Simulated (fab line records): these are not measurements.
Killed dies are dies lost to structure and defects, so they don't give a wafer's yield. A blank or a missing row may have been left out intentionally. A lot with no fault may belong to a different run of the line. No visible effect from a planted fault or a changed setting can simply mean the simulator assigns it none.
A struck lot beside a sound one	flow sky130	44 steps out of a route of 708
Sound: these wafers, L485.1, L485.2, L485.3. Wafers L496.1, L496.3, L496.5 were the ones struck. The cause is named last.
Per side, at each step with rows, come the tool, then ch with its chambers, and then its first start. Under that, the readings that differ: sound wafers	struck wafers	difference of the means	sigmas: that difference in standard deviations of wafers without a fault.
alike: same words and numbers on both sides, and readings whose means sit less than 2 such deviations apart. not compared: any withheld reading, any reading some wafer has no value for, any bound like >300 that may hide the same value, and any number with overlapping values for which the record gives no deviation.
A row with sigmas, a row that says differs or no value, or rows on one side alone: a step with any of these is where the two part. Non-overlapping numbers with no deviation appear without sigmas and do not part them. A reading missing from all wafers of one side parts the sides only when that side holds two or more wafers.

first, 1 step without rows for these wafers: SKY_SONOS_TUNNEL_DEVELOP_06 (develop time 60 s).
SKY_SONOS_TUNNEL_CD_MEAS_07: the cd target is 410 nm.
  sound on cd-sem-02, day 12 04:01; struck on cd-sem-02, day 15 14:07
  alike: cd-nm
SKY_SONOS_TUNNEL_OVL_MEAS_08:
  sound on overlay-01, day 12 04:08; struck on overlay-01, day 15 14:14
  alike: SONOS_TUNNEL_OVL
then, 3 steps without rows for these wafers: SKY_SONOS_TUNNEL_IMPLANT_09; SKY_SONOS_TUNNEL_WET_ETCH_10 (etches SiO2 in dHF, target depth 14 nm, time 280 s); SKY_SONOS_TUNNEL_STRIP_11 (strips in SPM, time 600 s).
SKY_SONOS_TUNNEL_TW_MEAS_12:
  sound on film-metro-03, day 12 04:36; struck on film-metro-02, day 15 14:43
  alike: SONOS_TUNNEL_TW
then, 2 steps without rows for these wafers: SKY_SONOS_TUNNEL_CLEAN_13 (cleans in dHF, time 20 s); SKY_SONOS_ONO_OXIDATION_00 (stabilise 600 s, purge 300 s, target thk 2.6 nm).
SKY_SONOS_ONO_THK_MEAS_01:
  sound on film-metro-04, day 12 07:17; struck on film-metro-04, day 15 16:08
  alike: SONOS_ONO_OXIDATION_THK
then, 1 step without rows for these wafers: SKY_SONOS_ONO_CVD_02 (deposits Si3N4 from DCS/NH3, target thk 10.5 nm, time 180 s).
SKY_SONOS_ONO_THK_MEAS_03:
  sound on film-metro-04, day 12 08:23; struck on film-metro-02, day 15 18:32
  alike: SONOS_ONO_CVD_02_THK
SKY_SONOS_ONO_CVD_04: deposits SiO2 from SiH4/N2O, target thk 5.7199 nm.
  sound on lpcvd-03 ch 1, day 12 08:27; struck on lpcvd-03 ch 1, day 15 18:36
reading	sound	struck	difference	sigmas
model.SiO2_of_SONOS_ONO_CVD_04.thk-nm (nm)	6.545 6.572 6.608	5.777 5.665 5.797	-0.829	
  alike: spike-tc-top-C, zone-power-top-pct, zone-power-upper-pct
SKY_SONOS_ONO_THK_MEAS_05:
  sound on film-metro-04, day 12 09:42; struck on film-metro-02, day 15 19:51
reading	sound	struck	difference	sigmas
SONOS_ONO_CVD_04_THK (nm)	6.55 6.53 6.62	5.78 5.67 5.78	-0.82	-7
then, 7 steps without rows for these wafers: SKY_SONOS_ONO_DEHYDRATE_06 (time 60 s); SKY_SONOS_ONO_HMDS_07 (prime time 60 s); SKY_SONOS_ONO_COAT_08 (resist thk 1140 nm); SKY_SONOS_ONO_SOFTBAKE_09 (time 60 s); SKY_SONOS_ONO_EXPOSE_10 (exposes mask ONOM, target cd 410 nm); SKY_SONOS_ONO_PEB_11; SKY_SONOS_ONO_DEVELOP_12 (develop time 60 s).
SKY_SONOS_ONO_CD_MEAS_13: the cd target is 410 nm.
  sound on cd-sem-01, day 13 10:04; struck on cd-sem-02, day 16 22:54
  alike: cd-nm
SKY_SONOS_ONO_OVL_MEAS_14:
  sound on overlay-01, day 13 14:24; struck on overlay-01, day 16 23:01
  alike: SONOS_ONO_OVL
SKY_SONOS_ONO_ETCH_15: etches the open film in CHF3/O2, target depth 19.52 nm, time 7.8 s.
  sound on rie-diel-02 ch 1,2,3, day 13 14:26; struck on rie-diel-03 ch 0,1,3, day 16 23:04
  alike: O2_flow_sccm, drypump-motor-current-A, oes-product-au, throttle-valve-pct
  not compared: rf-hours-counter-h
then, 1 step without rows for these wafers: SKY_SONOS_ONO_WET_ETCH_16 (etches SiO2 in dHF, target depth 14 nm, time 280 s).
SKY_SONOS_ONO_STRIP_17: strips in O2/N2.
  sound on plasma-asher-01 ch 0,1, day 13 14:32; struck on plasma-asher-02 ch 0, day 16 23:10
  alike: drypump-motor-current-A, oes-product-au, strip-time-to-endpoint-s
  not compared: rf-hours-counter-h
then, 3 steps without rows for these wafers: SKY_SONOS_ONO_WET_ETCH_18 (etches Si3N4 in H3PO4, target depth 15 nm, time 172 s); SKY_GATE_OXIDE_CLEAN_00 (cleans in SC1/SC2, time 150 s); SKY_GATE_OXIDE_OXIDATION_01 (stabilise 600 s, purge 300 s, target thk 10.268 nm).
SKY_GATE_OXIDE_THK_MEAS_02:
  sound on film-metro-01, day 13 19:20; struck on film-metro-01, day 17 01:58
  alike: GATE_OXIDE_OXIDATION_00_THK
then, 7 steps without rows for these wafers: SKY_GATE_OXIDE_DEHYDRATE_03 (time 60 s); SKY_GATE_OXIDE_HMDS_04 (prime time 60 s); SKY_GATE_OXIDE_COAT_05 (resist thk 1140 nm); SKY_GATE_OXIDE_SOFTBAKE_06 (time 60 s); SKY_GATE_OXIDE_EXPOSE_07 (exposes mask LVOM, target cd 600 nm); SKY_GATE_OXIDE_PEB_08; SKY_GATE_OXIDE_DEVELOP_09 (develop time 60 s).
SKY_GATE_OXIDE_OVL_MEAS_10:
  sound on overlay-01, day 14 17:07; struck on overlay-02, day 18 05:52
  alike: GATE_OXIDE_OVL
then, 2 steps without rows for these wafers: SKY_GATE_OXIDE_IMPLANT_11; SKY_GATE_OXIDE_WET_ETCH_12 (etches SiO2 in dHF, target depth 16.8 nm, time 336 s).
SKY_GATE_OXIDE_STRIP_13: strips in O2/N2.
  sound on plasma-asher-04 ch 0,1, day 14 17:24; struck on plasma-asher-02 ch 1, day 18 06:10
  alike: drypump-motor-current-A, oes-product-au, strip-time-to-endpoint-s
  not compared: rf-hours-counter-h
SKY_GATE_OXIDE_TW_MEAS_14:
  sound on film-metro-03, day 14 17:30; struck on film-metro-03, day 18 06:16
  alike: GATE_OXIDE_TW
SKY_GATE_OXIDE_CLEAN_15: cleans in SC1/SC2, time 150 s.
  sound on wet-bench-01 ch 1, day 14 17:34; struck on wet-bench-02 ch 1, day 18 06:19
reading	sound	struck	difference	sigmas
model.SiO2_of_SONOS_ONO_CVD_04.thk-nm (nm)	5.021 5.049 5.082	4.262 4.152 4.287	-0.817	
  alike: bath-guard-temp-C
-- a jump in the record: the struck wafers' starts before and after are 31 days apart (it breaks off in module GATE_OXIDE and resumes in module PAD_OPEN, where the first step shown is number 708 of the route) --
SKY_PAD_OPEN_PROBE_99:
  sound on prober-01, day 46 17:31; struck on prober-01, day 49 01:23
reading	sound	struck	difference	sigmas
model.etest.cap-ono.gate-log10-a-cm2	-8.905 -9.032 -9.137	-8.137 -7.936 -8.052	+0.983	
model.etest.cap-ono.tox-acc-nm (nm)	13.64 13.76 13.82	13.05 12.87 12.99	-0.77	
model.etest.sonos-programmed.vt-v (V)	0.9685 0.9519 0.9432	1.412 1.492 1.46	+0.500	
model.etest.sonos-erased.vt-v (V)	-1.931 -1.814 -1.824	-2.185 -2.244 -2.227	-0.362	
model.etest.sonos-baked.vt-v (V)	0.6234 0.5734 0.5632	0.9479 0.9819 0.9694	+0.3797	
  alike: killed_at_M0_to_M3, killed_at_M4_up, killed-at-contacts, killed-at-front-end, killed-at-other, killed-dies, killed-open, killed-short

## WHERE THEY PART
Within this record, at SKY_SONOS_ONO_THK_MEAS_05 only. Later steps at which nothing parts them and some readings are alike: SKY_SONOS_ONO_CD_MEAS_13, SKY_SONOS_ONO_OVL_MEAS_14, SKY_SONOS_ONO_ETCH_15, SKY_SONOS_ONO_STRIP_17, SKY_GATE_OXIDE_THK_MEAS_02, SKY_GATE_OXIDE_OVL_MEAS_10, SKY_GATE_OXIDE_STRIP_13, SKY_GATE_OXIDE_TW_MEAS_14, SKY_GATE_OXIDE_CLEAN_15, SKY_PAD_OPEN_PROBE_99.

WHY: the cause the simulator had injected
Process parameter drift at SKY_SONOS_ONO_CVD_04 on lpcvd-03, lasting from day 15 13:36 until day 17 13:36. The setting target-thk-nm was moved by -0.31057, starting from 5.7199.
